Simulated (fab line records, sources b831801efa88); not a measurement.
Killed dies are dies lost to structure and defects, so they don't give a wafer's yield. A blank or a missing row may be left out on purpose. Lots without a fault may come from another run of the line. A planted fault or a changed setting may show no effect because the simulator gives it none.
fab line records | flow sky130
record lots=6 wafers=18 last_day=50
route steps=708 shown GATE_OXIDE@201 POLY_GATE@204 RES_PROTECT@206 LDD_N@237 PAD_OPEN@708
lots that met no fault: from a run of the same line without faults
start_h: hours from the record's first day to the start of the lot's first wafer shown | wait_h: hours since the lot's step before | " the same as in the row above | L1.1+2: a row that stands for several wafers | - no value, or no start given | * or withheld: withheld | < > ~ a bound
route shown NAME@n: a module of which the file shows steps, and the number in the route of the first | usual: mean/standard deviation of fault-free wafers | same: alike in all rows | chamber/n: place in a boat | sites: the reading at each site | _std_site: their standard deviation | _edge_site: outer sites' mean less inner sites' | radius_mm: how far each site lies from the wafer's centre | mask NAME#n: copy n | behind: the tool/chamber that last shaped the wafer | hold: why the lot was held/for how many hours/how that ended | device: the transistor (n, p or np) that didn't switch | end of line: the same wafers' tests at the end of the route | a step without rows: its recipe alone | killed: dies lost to structure and defects at the first sort, not the wafer's yield | map: a wafer's dies, x killed, . not, _ none there
set.NAME: the setting as run; set.NAME@STEP: as run at that earlier step | model.NAME: the simulator's own value behind a step, which no gauge read
lots at some steps of the route; a table a step, a row a wafer
services: from which hour (start_h, from the record's first day; less than 0 if before it) a tool's chamber was out of use, for how many hours, and why
## steps
# step SKY_GATE_OXIDE_TW_MEAS_14
# usual GATE_OXIDE_TW=223.9/2.1
# columns lot.wafer tool chamber start_h wait_h GATE_OXIDE_TW
L525.2 film_metro-03 - 330.99 0.1 221.8
L525.3 " - " " 222.6
L525.5 " - " " 221.8
L528.3 film_metro-03 - 353.17 0.1 221.2
L528.5 " - " " 223.0
L528.6 " - " " 222.3
L529.1 film_metro-04 - 359.16 0.1 224.5
L529.5 " - " " 225.4
L529.6 " - " " 225.7
L539.4 film_metro-02 - 461.09 0.1 226.6
L539.5 " - " " 226.3
L539.6 " - " " 227.1
L543.3 film_metro-02 - 474.66 0.1 227.9
L543.5 " - " " 226.6
L543.6 " - " " 226.5
L544.1 film_metro-02 - 487.20 0.1 226.3
L544.4 " - " " 225.6
L544.5 " - " " 227.5
# step SKY_GATE_OXIDE_CLEAN_15
# recipe chemistry=SC1/SC2 mix=1:4:20 temp_c=70 time_s=150 dry=n2_spin
# step SKY_GATE_OXIDE_OXIDATION_16
# recipe temp_c=800 ambient=O2 idle_temp_c=700 ramp_up_c_per_min=10 ramp_down_c_per_min=3 stabilise_s=600 purge_s=300 target_thk_a=35.7 ox_time_s=1915
# step SKY_POLY_GATE_CVD_00
# recipe material=poly-Si target_thk_nm=180 temp_c=620 time_s=720 pressure_mtorr=200
# step SKY_POLY_GATE_THK_MEAS_01
# recipe reads=poly-Si_of_POLY_GATE_CVD_00
# usual POLY_GATE_CVD_00_THK=179.7/1.8
# columns lot.wafer tool chamber start_h wait_h POLY_GATE_CVD_00_THK[nm]
L525.2 film_metro-02 - 335.85 0.0 178.2
L525.3 " - " " 178.3
L525.5 " - " " 178.7
L529.1 film_metro-02 - 362.64 0.0 177.4
L529.5 " - " " 178.3
L529.6 " - " " 178.7
L528.3 film_metro-03 - 362.66 0.0 181.2
L528.5 " - " " 179.1
L528.6 " - " " 178.4
L539.4 film_metro-03 - 463.96 0.0 179.7
L539.5 " - " " 178.0
L539.6 " - " " 177.4
L543.3 film_metro-02 - 478.10 0.0 180.5
L543.5 " - " " 180.3
L543.6 " - " " 179.8
L544.1 film_metro-01 - 491.13 0.0 180.9
L544.4 " - " " 182.0
L544.5 " - " " 182.1
# step SKY_RES_PROTECT_DEHYDRATE_00
# recipe temp_c=200 time_s=60
# step SKY_RES_PROTECT_HMDS_01
# recipe prime_time_s=60 prime_temp_c=120
# step SKY_RES_PROTECT_COAT_02
# recipe resist=NOVOLAK spin_rpm=3000 resist_thk_nm=1140
# step SKY_RES_PROTECT_SOFTBAKE_03
# recipe temp_c=90 time_s=60 resist=NOVOLAK
# step SKY_RES_PROTECT_EXPOSE_04
# recipe mask_id=RPM na=0.6 source_shape=conventional sigma_outer=0.6 polarization=unpolarized target_cd_nm=1270 dose_mj=131
# step SKY_RES_PROTECT_PEB_05
# recipe temp_c=withheld time_s=* resist=NOVOLAK
# step SKY_RES_PROTECT_DEVELOP_06
# recipe resist=NOVOLAK developer=TMAH develop_time_s=60 dev_temp_c=23
# step SKY_POLY_GATE_IMPLANT_02
# recipe species=P energy_kev=30 dose_cm2=7.7e+15 tilt_deg=0
# usual faraday_current_uA=12830/1100
# columns lot.wafer tool chamber start_h wait_h faraday_current_uA
L525.2 implanter-01 0 362.24 0.1 12559
L525.3 " 0 " " 12237
L525.5 " 0 " " 12295
L529.1 implanter-03 0 390.66 0.1 14776
L529.5 " 0 " " 14783
L529.6 " 0 " " 14672
L528.3 implanter-02 0 391.01 0.1 12080
L528.5 " 0 " " 12594
L528.6 " 0 " " 12389
L539.4 implanter-01 0 494.39 0.1 12600
L539.5 " 0 " " 12309
L539.6 " 0 " " 11809
L543.3 implanter-02 0 507.96 0.1 12490
L543.5 " 0 " " 11819
L543.6 " 0 " " 12317
L544.1 implanter-02 0 521.20 0.1 12028
L544.4 " 0 " " 12130
L544.5 " 0 " " 12410
# step SKY_RES_PROTECT_STRIP_07
# recipe chemistry=O2/N2 power_w=1400 pressure_mtorr=1500 platen_temp_c=withheld o2_flow_sccm=3000 n2_flow_sccm=300 overash_fraction=0.5
# usual drypump_motor_current_A=5.78/0.21 oes_product_au=0.519/0.0045 strip_time_to_endpoint_s=23.32/0.039
# same overash_fraction=0.5
# columns lot.wafer tool chamber start_h wait_h drypump_motor_current_A oes_product_au rf_hours_counter_h strip_time_to_endpoint_s
L525.2 plasma_asher-04 0 362.37 0.1 5.77 0.511 65 23.30
L525.3 " 0 " " 5.81 0.514 - 23.29
L525.5 " 0 " " 5.79 0.520 - 23.27
L529.1 plasma_asher-01 1 390.81 0.1 5.74 0.509 60 23.32
L529.5 " 0 " " 5.27 0.518 - 23.35
L529.6 " 1 " " 5.76 0.516 - 23.40
L528.3 plasma_asher-03 0 391.15 0.1 5.81 0.525 - 23.28
L528.5 " 1 " " 5.96 0.516 - 23.32
L528.6 " 0 " " 5.82 0.524 - 23.26
L539.4 plasma_asher-04 0 494.50 0.1 5.80 0.524 - 23.26
L539.5 " 0 " " 5.78 0.516 - 23.30
L539.6 " 1 " " 5.84 0.528 - 23.24
L543.3 plasma_asher-03 0 508.09 0.1 5.82 0.522 - 23.31
L543.5 " 0 " " 5.84 0.517 - 23.38
L543.6 " 1 " " 5.96 0.517 - 23.35
L544.1 plasma_asher-03 1 521.35 0.1 5.95 0.520 9 23.32
L544.4 " 0 " " 5.84 0.522 - 23.30
L544.5 " 0 " " 5.84 0.524 - 23.31
# step SKY_RES_PROTECT_TW_MEAS_08
# usual POLY_GATE_TW=4024/35
# columns lot.wafer tool chamber start_h wait_h POLY_GATE_TW
L525.2 film_metro-04 - 362.48 0.1 4019
L525.3 " - " " 4024
L525.5 " - " " 4016
L529.1 film_metro-04 - 390.91 0.1 4047
L529.5 " - " " 4022
L529.6 " - " " 4017
L528.3 film_metro-03 - 391.23 0.1 3989
L528.5 " - " " 4003
L528.6 " - " " 3992
L539.4 film_metro-04 - 494.59 0.1 4081
L539.5 " - " " 4072
L539.6 " - " " 4080
L543.3 film_metro-03 - 508.18 0.1 4021
L543.5 " - " " 4004
L543.6 " - " " 4032
L544.1 film_metro-04 - 521.45 0.1 4043
L544.4 " - " " 4052
L544.5 " - " " 4082
# step SKY_RES_PROTECT_CLEAN_09
# recipe chemistry=SC1/SC2 mix=1:4:20 temp_c=70 time_s=150 dry=n2_spin
# step SKY_POLY_GATE_CVD_03
# recipe material=Si3N4 precursor=DCS/NH3 target_thk_nm=75 temp_c=770 time_s=1290 pressure_mtorr=250
# step SKY_POLY_GATE_THK_MEAS_04
# recipe reads=Si3N4_of_POLY_GATE_CVD_03
# usual POLY_GATE_CVD_03_THK=74.6/0.74
# columns lot.wafer tool chamber start_h wait_h POLY_GATE_CVD_03_THK[nm]
L525.2 film_metro-03 - 363.95 0.0 74.3
L525.3 " - " " 74.3
L525.5 " - " " 73.9
L529.1 film_metro-01 - 392.97 0.0 73.7
L529.5 " - " " 74.0
L529.6 " - " " 74.1
L528.3 film_metro-02 - 392.99 0.0 75.1
L528.5 " - " " 75.8
L528.6 " - " " 74.5
L539.4 film_metro-02 - 496.06 0.0 74.5
L539.5 " - " " 75.0
L539.6 " - " " 74.7
L543.3 film_metro-02 - 513.19 0.0 73.8
L543.5 " - " " 74.0
L543.6 " - " " 74.1
L544.1 film_metro-02 - 526.26 0.0 74.6
L544.4 " - " " 74.4
L544.5 " - " " 75.4
# step SKY_POLY_GATE_DEHYDRATE_05
# recipe temp_c=200 time_s=60
# step SKY_POLY_GATE_HMDS_06
# recipe prime_time_s=60 prime_temp_c=120
# step SKY_POLY_GATE_COAT_07
# recipe resist=BARC temp_c=withheld time_s=withheld spin_rpm=3000 resist_thk_nm=110
# step SKY_POLY_GATE_COAT_08
# recipe resist=KrF-thick spin_rpm=3000 resist_thk_nm=450
# step SKY_POLY_GATE_SOFTBAKE_09
# recipe temp_c=100 time_s=90 resist=KrF-thick
# step SKY_POLY_GATE_EXPOSE_10
# recipe mask_id=P1M na=0.68 source_shape=conventional sigma_outer=0.6 target_cd_nm=150 dose_mj=28
# step SKY_POLY_GATE_PEB_11
# recipe peb_temp_c=withheld peb_time_s=withheld resist=KrF-thick
# step SKY_POLY_GATE_DEVELOP_12
# recipe develop_time_s=60 resist=KrF-thick dev_temp_c=21
# step SKY_POLY_GATE_CD_MEAS_13
# recipe target_cd_nm=150
# usual cd_nm=150.2/1.2
# columns lot.wafer tool chamber start_h wait_h cd_nm
L525.2 cd_sem-01 - 392.84 - 151.4
L525.3 " - " " 151.2
L525.5 " - " " 151.8
L528.3 cd_sem-02 - 422.41 - 151.7
L528.5 " - " " 151.6
L528.6 " - " " 149.9
L529.1 cd_sem-01 - 422.51 - 150.5
L529.5 " - " " 150.8
L529.6 " - " " 150.2
L539.4 cd_sem-01 - 527.00 - 150.3
L539.5 " - " " 149.5
L539.6 " - " " 149.3
L543.3 cd_sem-01 - 543.01 - 149.4
L543.5 " - " " 149.7
L543.6 " - " " 150.5
L544.1 cd_sem-02 - 555.84 - 150.9
L544.4 " - " " 149.2
L544.5 " - " " 151.3
# step SKY_POLY_GATE_OVL_MEAS_14
# usual POLY_GATE_OVL=-3/5.3
# columns lot.wafer tool chamber start_h wait_h POLY_GATE_OVL[nm]
L525.2 overlay-02 - 392.94 0.1 -2
L525.3 " - " " 4
L525.5 " - " " 0
L528.3 overlay-01 - 422.50 0.1 -3
L528.5 " - " " -3
L528.6 " - " " 3
L529.1 overlay-01 - 422.63 0.1 -4
L529.5 " - " " 8
L529.6 " - " " -5
L539.4 overlay-02 - 527.07 0.1 -8
L539.5 " - " " -8
L539.6 " - " " -10
L543.3 overlay-02 - 543.10 0.1 -6
L543.5 " - " " -5
L543.6 " - " " 1
L544.1 overlay-02 - 555.96 0.1 -3
L544.4 " - " " 3
L544.5 " - " " -2
# step SKY_POLY_GATE_ETCH_15
# recipe chemistry=N2/H2 target=BARC ion_energy_ev=200 source_w=500 bias_w=100 pressure_mtorr=30 n2_flow_sccm=100 h2_flow_sccm=200 stop_on=SiO2 time_s=118.5 target_depth_a=1100
# usual drypump_motor_current_A=5.8/0.36 oes_product_au=0.716/0.0046 throttle_valve_pct=13.213/0.01
# columns lot.wafer tool chamber start_h wait_h drypump_motor_current_A oes_product_au rf_hours_counter_h throttle_valve_pct
L525.2 rie_diel-04 3 392.97 0.0 5.8 0.719 21 13.212
L525.3 " 2 " " 5.6 0.712 10 13.192
L525.5 " 0 " " 6.0 0.706 - 13.231
L528.3 rie_diel-04 3 422.52 0.0 5.8 0.712 22 13.215
L528.5 " 2 " " 5.6 0.715 - 13.212
L528.6 " 1 " " 5.3 0.712 - 13.210
L529.1 rie_diel-01 1 422.67 0.0 5.9 0.722 82 13.214
L529.5 " 2 " " 6.2 0.714 - 13.194
L529.6 " 3 " " 6.2 0.718 - 13.228
L539.4 rie_diel-04 1 527.13 0.1 5.4 0.715 - 13.232
L539.5 " 3 " " 5.7 0.714 - 13.191
L539.6 " 2 " " 5.6 0.704 - 13.218
L543.3 rie_diel-04 0 543.12 0.0 6.0 0.717 0 13.195
L543.5 " 0 " " 6.0 0.725 - 13.211
L543.6 " 3 " " 5.7 0.724 - 13.218
L544.1 rie_diel-04 3 555.99 0.0 5.8 0.716 25 13.215
L544.4 " 2 " " 5.6 0.714 13 13.201
L544.5 " 3 " " 5.8 0.722 - 13.200
# step SKY_POLY_GATE_ETCH_16
# recipe stop_on=poly-Si chemistry=CH3F/O2 target=Si3N4 source_w=400 bias_w=80 pressure_mtorr=25 ch3f_flow_sccm=40 O2_flow_sccm=30 time_s=147.5 target_depth_a=750
# usual ch3f_flow_sccm=40.00/0.12 drypump_motor_current_A=5.8/0.36 oes_product_au=0.639/0.0053 throttle_valve_pct=10.534/0.0092
# columns lot.wafer tool chamber start_h wait_h ch3f_flow_sccm drypump_motor_current_A oes_product_au rf_hours_counter_h throttle_valve_pct
L525.2 rie_diel-04 3 393.06 0.0 40.14 5.7 0.641 21 10.543
L525.3 " 2 " " 40.11 5.6 0.642 10 10.537
L525.5 " 0 " " 40.20 6.0 0.637 - 10.513
L528.3 rie_diel-04 3 422.61 0.0 39.78 5.8 0.645 22 10.510
L528.5 " 2 " " 40.08 5.6 0.643 - 10.529
L528.6 " 1 " " 40.16 5.3 0.632 - 10.538
L529.1 rie_diel-01 1 422.75 0.0 40.09 5.9 0.630 82 10.546
L529.5 " 2 " " 39.98 6.2 0.632 - 10.537
L529.6 " 3 " " 40.06 6.2 0.640 - 10.533
L539.4 rie_diel-04 1 527.22 0.0 40.17 5.3 0.635 - 10.531
L539.5 " 3 " " 39.96 5.7 0.646 - 10.540
L539.6 " 2 " " 39.92 5.6 0.647 - 10.534
L543.3 rie_diel-04 0 543.21 0.0 40.07 6.0 0.640 0 10.517
L543.5 " 0 " " 40.02 6.0 0.636 - 10.542
L543.6 " 3 " " 40.01 5.7 0.634 - 10.543
L544.1 rie_diel-04 3 556.07 0.0 39.92 5.8 0.641 25 10.537
L544.4 " 2 " " 40.02 5.6 0.644 13 10.531
L544.5 " 3 " " 39.89 5.8 0.649 - 10.538
# step SKY_POLY_GATE_ETCH_17
# recipe target_depth_nm=180 stop_on=SiO2 over_etch_frac=0.56667 chemistry=HBr/Cl2 target=poly-Si icp_w=400 bias_w=100 pressure_mtorr=10 HBr_flow_sccm=150 Cl2_flow_sccm=50 time_s=70.5
# usual drypump_motor_current_A=5.6/0.5 oes_product_au=0.987/0.0078 throttle_valve_pct=33.685/0.0093
# columns lot.wafer tool chamber start_h wait_h drypump_motor_current_A oes_product_au rf_hours_counter_h throttle_valve_pct
L525.2 rie_si-02 2 393.16 0.0 5.3 0.972 3 33.684
L525.3 " 0 " " 6.3 0.980 3 33.694
L525.5 " 1 " " 5.7 0.992 - 33.688
L528.3 rie_si-02 3 422.71 0.0 6.5 0.983 4 33.683
L528.5 " 1 " " 5.6 0.987 - 33.677
L528.6 " 0 " " 6.3 0.981 - 33.691
L529.1 rie_si-01 3 422.85 0.0 5.4 0.981 66 33.689
L529.5 " 2 " " 5.5 0.991 - 33.687
L529.6 " 3 " " 5.4 0.997 - 33.693
L539.4 rie_si-02 2 527.27 0.0 5.3 0.977 4 33.691
L539.5 " 1 " " 5.7 0.983 - 33.682
L539.6 " 2 " " 5.3 0.971 - 33.688
L543.3 rie_si-02 2 543.30 0.0 5.2 0.988 4 33.680
L543.5 " 1 " " 5.6 0.981 - 33.675
L543.6 " 2 " " 5.2 0.986 - 33.682
L544.1 rie_si-01 1 556.17 0.0 5.2 0.979 2 33.679
L544.4 " 2 " " 5.5 1.004 4 33.689
L544.5 " 1 " " 5.2 0.990 - 33.702
# step SKY_POLY_GATE_STRIP_18
# recipe chemistry=O2/N2 power_w=1400 pressure_mtorr=1500 platen_temp_c=withheld o2_flow_sccm=3000 n2_flow_sccm=300 overash_fraction=0.5
# usual drypump_motor_current_A=5.8/0.47 oes_product_au=0.361/0.0045 strip_time_to_endpoint_s=3.160/0.03
# same overash_fraction=0.5
# columns lot.wafer tool chamber start_h wait_h drypump_motor_current_A oes_product_au rf_hours_counter_h strip_time_to_endpoint_s
L525.2 plasma_asher-01 1 393.21 0.0 5.8 0.354 61 3.165
L525.3 " 0 " " 5.3 0.364 - 3.216
L525.5 " 1 " " 5.7 0.367 - 3.190
L528.3 plasma_asher-01 1 422.79 0.1 5.7 0.361 - 3.156
L528.5 " 0 " " 5.3 0.362 - 3.197
L528.6 " 1 " " 5.7 0.358 - 3.185
L529.1 plasma_asher-01 1 422.91 0.0 5.8 0.357 63 3.178
L529.5 " 1 " " 5.7 0.357 - 3.157
L529.6 " 0 " " 5.3 0.357 - 3.137
L539.4 plasma_asher-02 0 527.36 0.1 6.6 0.363 - 3.123
L539.5 " 1 " " 5.4 0.353 - 3.140
L539.6 " 0 " " 6.6 0.361 - 3.210
L543.3 plasma_asher-02 0 543.39 0.1 6.6 0.367 - 3.181
L543.5 " 1 " " 5.5 0.367 - 3.174
L543.6 " 0 " " 6.6 0.360 - 3.147
L544.1 plasma_asher-01 0 556.23 0.0 5.2 0.363 78 3.160
L544.4 " 1 " " 5.7 0.370 - 3.158
L544.5 " 0 " " 5.3 0.349 - 3.156
# step SKY_POLY_GATE_CLEAN_19
# recipe chemistry=SC1/SC2 mix=1:4:20 temp_c=70 time_s=150 dry=n2_spin
# step SKY_POLY_GATE_OXIDATION_20
# recipe temp_c=850 ambient=O2 stabilise_s=600 purge_s=300 target_thk_a=40 ox_time_s=899
# step SKY_POLY_GATE_THK_MEAS_21
# recipe reads=SiO2_of_POLY_GATE_OXIDATION_20
# usual POLY_GATE_OXIDATION_THK=4.02/0.078
# columns lot.wafer tool chamber start_h wait_h POLY_GATE_OXIDATION_THK[nm]
L525.2 film_metro-03 - 396.32 0.0 4.04
L525.3 " - " " 4.04
L525.5 " - " " 3.99
L529.1 film_metro-01 - 424.94 0.0 4.05
L529.5 " - " " 4.04
L529.6 " - " " 4.07
L528.3 film_metro-03 - 424.96 0.0 4.05
L528.5 " - " " 3.94
L528.6 " - " " 3.90
L539.4 film_metro-03 - 528.76 0.0 4.09
L539.5 " - " " 4.11
L539.6 " - " " 4.04
L543.3 film_metro-01 - 544.78 0.0 3.98
L543.5 " - " " 3.98
L543.6 " - " " 3.94
L544.1 film_metro-03 - 560.07 0.0 3.91
L544.4 " - " " 3.94
L544.5 " - " " 3.98
# step SKY_POLY_GATE_CD_MEAS_22
# usual cd_nm=150.0/1.9
# columns lot.wafer tool chamber start_h wait_h cd_nm
L525.2 cd_sem-01 - 396.40 0.1 155.0
L525.3 " - " " 151.2
L525.5 " - " " 152.2
L529.1 cd_sem-01 - 425.00 0.1 150.2
L529.5 " - " " 149.7
L529.6 " - " " 151.1
L528.3 cd_sem-02 - 425.06 0.1 153.3
L528.5 " - " " 151.9
L528.6 " - " " 149.7
L539.4 cd_sem-01 - 528.87 0.1 147.8
L539.5 " - " " 149.2
L539.6 " - " " 149.5
L543.3 cd_sem-02 - 544.88 0.1 148.5
L543.5 " - " " 147.3
L543.6 " - " " 151.1
L544.1 cd_sem-02 - 560.13 0.1 153.1
L544.4 " - " " 149.5
L544.5 " - " " 151.3
# step SKY_LDD_N_DEHYDRATE_00
# recipe temp_c=200 time_s=60
# step SKY_LDD_N_HMDS_01
# recipe prime_time_s=60 prime_temp_c=120
# step SKY_LDD_N_COAT_02
# recipe resist=NOVOLAK spin_rpm=3000 resist_thk_nm=300
# step SKY_LDD_N_SOFTBAKE_03
# recipe temp_c=90 time_s=60 resist=NOVOLAK
# step SKY_LDD_N_EXPOSE_04
# recipe mask_id=NTM target_cd_nm=840 na=0.6 source_shape=conventional sigma_outer=0.6 dose_mj=110
# step SKY_LDD_N_PEB_05
# recipe temp_c=withheld time_s=* resist=NOVOLAK
# step SKY_PAD_OPEN_PROBE_99
# usual killed_at_M0_to_M3=45/7.3 killed_at_M4_up=3.2/1.8 killed_at_contacts=25/5.5 killed_at_front_end=15/4.2 killed_dies=89/9.4 killed_open=49/6.6 killed_short=40/6.4
# same gross_dies=492 killed_at_back_side=0 killed_at_other=0
# columns lot.wafer tool chamber start_h wait_h killed_at_M0_to_M3 killed_at_M4_up killed_at_contacts killed_at_front_end killed_dies killed_open killed_short model.etest.licon_poly.rc_ohm model.etest.res_poly.rs_ohm_sq_rim_less_centre model.etest.res_poly.rs_ohm_sq_range model.etest.res_poly.rs_ohm_sq
L525.2 prober-02 - 1092.07 0.1 58 5 25 18 106 56 50 153.4 0.0223 0.7378 50.25
L525.3 prober-02 - 1092.12 0.2 49 5 26 14 94 60 34 157.8 0.07728 1.274 49.21
L525.5 prober-02 - 1092.22 0.2 60 2 29 16 107 60 47 162.4 -0.7519 1.898 49.32
L529.1 prober-01 - 1108.28 0.1 43 4 32 12 91 49 42 154.8 -0.7366 1.885 48.99
L529.5 prober-01 - 1108.48 0.2 43 1 18 17 79 47 32 156 -0.312 0.5878 48.85
L529.6 prober-01 - 1108.53 0.2 39 4 26 13 82 43 39 153.1 -0.5584 1.368 49.62
L528.3 prober-02 - 1109.02 0.2 51 4 21 16 92 57 35 151.9 0.8891 1.968 47.91
L528.5 prober-02 - 1109.12 0.2 40 2 28 20 90 51 38 157 0.2588 1.034 48.26
L528.6 prober-02 - 1109.17 0.2 37 1 22 15 75 39 36 146.6 -0.4372 0.856 48.61
L539.4 prober-02 - 1173.63 0.2 37 2 26 12 77 46 31 152.9 0.6159 1.451 48.89
L539.5 prober-02 - 1173.68 0.2 51 1 29 20 101 58 42 154.5 0.7479 1.798 48.69
L539.6 prober-02 - 1173.73 0.2 52 2 15 16 85 46 39 149 0.5572 1.583 49.03
L543.3 prober-02 - 1184.79 0.2 61 1 37 20 119 66 53 160.5 -2.63 2.716 48.79
L543.5 prober-02 - 1184.89 0.2 44 0 33 10 87 50 37 158.7 -2.556 2.608 49.1
L543.6 prober-02 - 1184.94 0.2 43 1 40 12 96 56 40 154.2 -2.612 3.006 49.31
L544.1 prober-01 - 1189.58 0.1 42 5 38 15 100 43 57 159.3 -2.725 2.931 48.28
L544.4 prober-01 - 1189.73 0.2 38 4 25 22 89 45 42 164.2 -2.565 2.824 50.14
L544.5 prober-01 - 1189.78 0.2 50 5 35 18 108 53 53 162.7 -3.376 4.201 49.49
# killed by level:class
L525.2 VIA1:geometric_particle:short=12 VIA1:geometric_particle:open=10 LI_CONTACT:geometric_particle:open=9 VIA3:geometric_particle:open=9 CONTACT:geometric_particle:short=7 VIA2:geometric_particle:open=7 METAL1:geometric_particle:short=6 FIELD_ISO:geometric_particle:short=5
L525.3 VIA3:geometric_particle:open=12 CONTACT:geometric_particle:open=12 VIA1:geometric_particle:open=11 LI_CONTACT:geometric_particle:open=7 METAL1:geometric_particle:short=7 FIELD_ISO:geometric_particle:short=6 METAL4:geometric_particle:short=5 VIA2:geometric_particle:open=5
L525.5 VIA1:geometric_particle:open=14 LI_CONTACT:geometric_particle:open=12 VIA2:geometric_particle:open=9 CONTACT:geometric_particle:open=8 METAL1:geometric_particle:short=8 VIA1:geometric_particle:short=7 VIA3:geometric_particle:open=6 FIELD_ISO:geometric_particle:short=5
L529.1 VIA1:geometric_particle:open=13 CONTACT:geometric_particle:open=11 LI_CONTACT:geometric_particle:open=7 METAL2:geometric_particle:short=6 LOCAL_INTERCONNECT:geometric_particle:short=5 VIA3:geometric_particle:open=5 LI_CONTACT:geometric_particle:short=4 CONTACT:geometric_particle:short=4
L529.5 VIA1:geometric_particle:open=9 METAL2:geometric_particle:short=8 VIA3:geometric_particle:open=7 LI_CONTACT:geometric_particle:open=6 CONTACT:geometric_particle:open=6 POLY_GATE:geometric_particle:open=4 POLY_GATE:geometric_particle:short=4 VIA2:geometric_particle:open=4
L529.6 VIA1:geometric_particle:open=9 LI_CONTACT:geometric_particle:open=8 CONTACT:geometric_particle:open=8 METAL1:geometric_particle:short=8 VIA2:geometric_particle:open=6 CONTACT:geometric_particle:short=6 POLY_GATE:geometric_particle:short=4 METAL2:geometric_particle:short=4
L528.3 VIA1:geometric_particle:open=14 VIA3:geometric_particle:open=14 CONTACT:geometric_particle:open=10 VIA1:geometric_particle:short=6 FIELD_ISO:geometric_particle:open=5 POLY_GATE:geometric_particle:open=4 LOCAL_INTERCONNECT:geometric_particle:short=4 CONTACT:geometric_particle:short=4
L528.5 CONTACT:geometric_particle:open=13 VIA3:geometric_particle:open=13 POLY_GATE:geometric_particle:short=7 LI_CONTACT:geometric_particle:open=7 VIA1:geometric_particle:open=6 METAL2:geometric_particle:short=6 FIELD_ISO:geometric_particle:open=4 FIELD_ISO:geometric_particle:short=3
L528.6 CONTACT:geometric_particle:open=10 METAL2:geometric_particle:short=10 VIA1:geometric_particle:open=7 CONTACT:geometric_particle:short=5 VIA1:geometric_particle:short=5 POLY_CUT:geometric_particle:open=4 VIA3:geometric_particle:open=4 FIELD_ISO:geometric_particle:short=3
L539.4 CONTACT:geometric_particle:open=13 VIA1:geometric_particle:short=8 VIA1:geometric_particle:open=8 LI_CONTACT:geometric_particle:short=5 METAL1:geometric_particle:open=5 POLY_GATE:geometric_particle:open=4 VIA3:geometric_particle:open=4 FIELD_ISO:geometric_particle:short=3
L539.5 VIA1:geometric_particle:open=11 LI_CONTACT:geometric_particle:open=10 VIA1:geometric_particle:short=8 VIA2:geometric_particle:open=8 FIELD_ISO:geometric_particle:open=7 CONTACT:geometric_particle:open=7 METAL2:geometric_particle:short=7 VIA3:geometric_particle:open=6
L539.6 VIA1:geometric_particle:open=12 VIA2:geometric_particle:open=10 METAL2:geometric_particle:short=7 CONTACT:geometric_particle:short=5 VIA3:geometric_particle:open=5 VIA1:geometric_particle:short=5 FIELD_ISO:geometric_particle:open=4 POLY_GATE:geometric_particle:short=4
L543.3 CONTACT:geometric_particle:open=15 VIA1:geometric_particle:open=10 VIA2:geometric_particle:open=9 LI_CONTACT:geometric_particle:open=9 VIA3:geometric_particle:open=9 VIA3:geometric_particle:short=8 METAL2:geometric_particle:short=7 POLY_GATE:geometric_particle:open=6
L543.5 CONTACT:geometric_particle:open=16 VIA1:geometric_particle:open=9 VIA2:geometric_particle:open=9 METAL2:geometric_particle:short=6 VIA3:geometric_particle:open=5 CONTACT:geometric_particle:short=5 LI_CONTACT:geometric_particle:short=4 LI_CONTACT:geometric_particle:open=4
L543.6 CONTACT:geometric_particle:open=17 LI_CONTACT:geometric_particle:open=9 VIA2:geometric_particle:open=9 METAL2:geometric_particle:short=8 LI_CONTACT:geometric_particle:short=7 VIA1:geometric_particle:short=7 POLY_GATE:geometric_particle:open=4 VIA1:geometric_particle:open=4
L544.1 LI_CONTACT:geometric_particle:open=11 CONTACT:geometric_particle:open=11 FIELD_ISO:geometric_particle:short=6 LI_CONTACT:geometric_particle:short=6 METAL2:geometric_particle:short=6 VIA3:geometric_particle:short=6 VIA2:geometric_particle:short=5 LOCAL_INTERCONNECT:geometric_particle:short=5
L544.4 CONTACT:geometric_particle:open=9 LI_CONTACT:geometric_particle:open=7 FIELD_ISO:geometric_particle:open=6 VIA1:geometric_particle:open=6 METAL2:geometric_particle:short=6 CONTACT:geometric_particle:short=5 VIA2:geometric_particle:open=5 FIELD_ISO:geometric_particle:short=4
L544.5 VIA1:geometric_particle:open=9 CONTACT:geometric_particle:open=9 VIA3:geometric_particle:open=9 LI_CONTACT:geometric_particle:short=8 CONTACT:geometric_particle:short=8 METAL1:geometric_particle:short=8 METAL2:geometric_particle:short=7 VIA2:geometric_particle:open=7
## services
# columns tool chamber start_h hours kind
plasma_asher-04 - 349.05 13.1 repair
implanter-02 - 355.53 2.9 repair
rie_si-01 - 356.12 2.8 pm
rie_diel-01 - 357.46 2.8 pm
rie_si-01 1 366.08 13.6 repair
rie_diel-01 1 369.05 5.8 repair
rie_si-02 - 370.61 0.2 repair
implanter-02 - 381.85 7.1 pm
rie_si-01 1 381.91 5.0 repair
rie_si-02 3 392.81 5.3 repair
rie_diel-04 0 398.99 10.0 repair
plasma_asher-01 - 401.25 3.0 repair
plasma_asher-03 - 409.29 1.7 repair
rie_diel-04 - 414.19 4.3 pm
implanter-02 - 419.53 5.2 pm
plasma_asher-02 - 420.11 7.4 repair
plasma_asher-03 - 421.25 9.0 pm
rie_si-02 2 427.72 12.0 repair
rie_diel-04 3 433.28 5.0 repair
plasma_asher-02 - 448.04 21.6 pm
implanter-02 - 456.59 2.5 repair
rie_si-01 1 468.14 6.6 repair
plasma_asher-02 - 485.15 2.9 repair
rie_diel-01 3 492.55 31.3 repair
## key
first_sign none at tools or gauges
model_effect step=SKY_PAD_OPEN_PROBE_99 value=etest.licon_poly.rc_ohm without=154.8 struck=160
met_at SKY_POLY_GATE_IMPLANT_02
struck_wafers L543.3,L543.5,L543.6,L544.1,L544.4,L544.5
tester_left_out L543,L544
loop_trim step=SKY_POLY_GATE_EXPOSE_10 setting=dose lots=L544
onset_between 391.01 507.96
also_fits time
fault kind=process_parameter_drift tool=implanter-02 chamber=- onset_h=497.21 steps=SKY_POLY_GATE_IMPLANT_02 channel=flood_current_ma offset=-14 shape=step end_h=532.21
# tester_left_out: of these lots the tester's yield and bins aren't shown, on N5 and GAA mostly nor the transistor test; their killed dies are dies lost to structure and defects alone, not to doping, threshold or leakage, so they don't give the yield
# loop_trim: a control loop set the setting to another value than it would have without faults
